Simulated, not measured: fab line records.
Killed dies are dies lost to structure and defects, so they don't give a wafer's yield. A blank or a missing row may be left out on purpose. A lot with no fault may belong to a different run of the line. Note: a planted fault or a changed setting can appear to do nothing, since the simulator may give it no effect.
Which of the tools did it?	flow sky130	7 lots, 21 wafers sampled, at 1 step of a route of 708

WHAT THE GAUGES READ, wafer by wafer
SKY_VIA2_OVL_MEAS_13.
lot	measured	on	VIA2_OVL (nm)
L980	day 36 21:31	overlay-01	1 1 -2
L989	day 39 22:58	overlay-01	-1 0 1
L993	day 40 16:05	overlay-01	-3 -3 -3
L995	day 41 07:19	overlay-02	1 -3 -4
L997	day 41 19:49	overlay-01	3 -2 1
L999	day 42 12:25	overlay-02	-13 -6 -2
L102	day 43 05:40	overlay-01	-2 -2 -3

WHICH TOOL RAN EACH LOT (tool, then ch and the chambers of the sampled wafers, then the start)
The record shows no process step preceding these readings.

THE ANSWER, worked out from the rows above alone
Rule: the usual values come from the lots themselves. Put in order of their means at a reading, lots are off if they are a third of the lots or fewer, leave a main group of 4 or more, and stand apart from it by a gap of 3 or more times the standard deviation of the main group's means; of several such gaps the widest counts. A main group whose means are all the same, to the digits that the tables above print for the reading, isn't used. A lot without any number at a reading at which 4 lots or more have one is off too. All remaining lots with rows at the step are treated as sound.
Nothing can be told from this: no lot is off at any reading shown.

WHAT THE SIMULATOR HAD INSERTED
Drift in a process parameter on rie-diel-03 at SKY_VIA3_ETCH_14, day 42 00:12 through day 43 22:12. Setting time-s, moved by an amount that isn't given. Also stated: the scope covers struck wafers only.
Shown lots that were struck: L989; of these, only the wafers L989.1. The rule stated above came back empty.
